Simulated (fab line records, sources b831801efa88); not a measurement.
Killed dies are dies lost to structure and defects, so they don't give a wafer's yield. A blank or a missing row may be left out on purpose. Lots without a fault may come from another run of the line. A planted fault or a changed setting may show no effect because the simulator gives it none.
Chamber matching | flow gf180mcu | GF_STI_ETCH_14 on rie_si-02: 4 sister chambers
The step etches Si in HBr/Cl2/O2, target depth 360 nm, time 102.9 s. 16 wafers are shown with their chamber, then 8 later ones without.

WAFERS WITH THEIR CHAMBER
wafer  | chamber | drypump_motor_current_A (A) | oes_product_au (a.u.) | throttle_valve_pct (%)
L460.4 | 1       | 5.0                         | 1.004                 | 25.658
L460.5 | 0       | 6.2                         | 1.000                 | 25.660
L460.6 | 3       | 6.1                         | 1.007                 | 25.673
L462.1 | 0       | 6.2                         | 0.989                 | 25.660
L462.4 | 2       | 6.3                         | 0.998                 | 25.652
L462.6 | 1       | 4.9                         | 1.006                 | 25.649
L463.1 | 1       | 4.9                         | 0.998                 | 25.632
L463.2 | 0       | 6.2                         | 0.991                 | 25.669
L463.3 | 3       | 6.1                         | 1.011                 | 25.654
L465.2 | 2       | 6.3                         | 0.999                 | 25.654
L465.3 | 0       | 6.2                         | 0.987                 | 25.668
L465.4 | 2       | 6.3                         | 0.996                 | 25.678
L473.4 | 3       | 6.1                         | 0.990                 | 25.658
L473.5 | 2       | 6.3                         | 1.002                 | 25.662
L473.6 | 0       | 6.3                         | 0.992                 | 25.644
L474.3 | 2       | 6.3                         | 1.011                 | 25.638

SIGNATURES (means of the wafers above)
reading                 | chamber 0 | chamber 1 | chamber 2 | chamber 3 | scatter within a chamber
drypump_motor_current_A | 6.220     | 4.933     | 6.300     | 6.100     | 0.035
oes_product_au          | 0.99180   | 1.00267   | 1.00120   | 1.00267   | 0.00659
throttle_valve_pct      | 25.66020  | 25.64633  | 25.65680  | 25.66167  | 0.0123
Rule: a wafer's distance from a chamber is the root of the sum, over the readings, of the square of ((its reading less the chamber's mean) divided by the reading's scatter). The wafer belongs to the nearest chamber; if the next one is less than 2 further off, it can't be placed. The scatter: the root of (the sum of the squares of (reading less its chamber's mean) over the shown wafers, divided by (wafers less chambers)).

WAFERS WITHOUT THEIR CHAMBER
wafer  | drypump_motor_current_A (A) | oes_product_au (a.u.) | throttle_valve_pct (%)
L474.5 | 6.3                         | 1.008                 | 25.649
L474.6 | 6.2                         | 0.996                 | 25.665
L475.1 | 6.1                         | 0.994                 | 25.662
L475.4 | 6.2                         | 0.982                 | 25.660
L475.6 | 6.1                         | 1.006                 | 25.644
L479.1 | 6.3                         | 1.010                 | 25.631
L479.2 | 6.3                         | 0.995                 | 25.641
L479.3 | 4.9                         | 0.997                 | 25.638

WHICH CHAMBER EACH WENT THROUGH
wafer  | from the rows above     | in truth
L474.5 | 2                       | 2
L474.6 | 0                       | 0
L475.1 | 3                       | 3
L475.4 | 0                       | 0
L475.6 | 3                       | 3
L479.1 | can't be placed: 2 or 0 | 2
L479.2 | can't be placed: 2 or 0 | 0
L479.3 | 1                       | 1
Placed correctly: 6 of 8. Can't be placed from these rows: 2 (the true chamber is among the candidates in 2). Placed wrongly: 0.
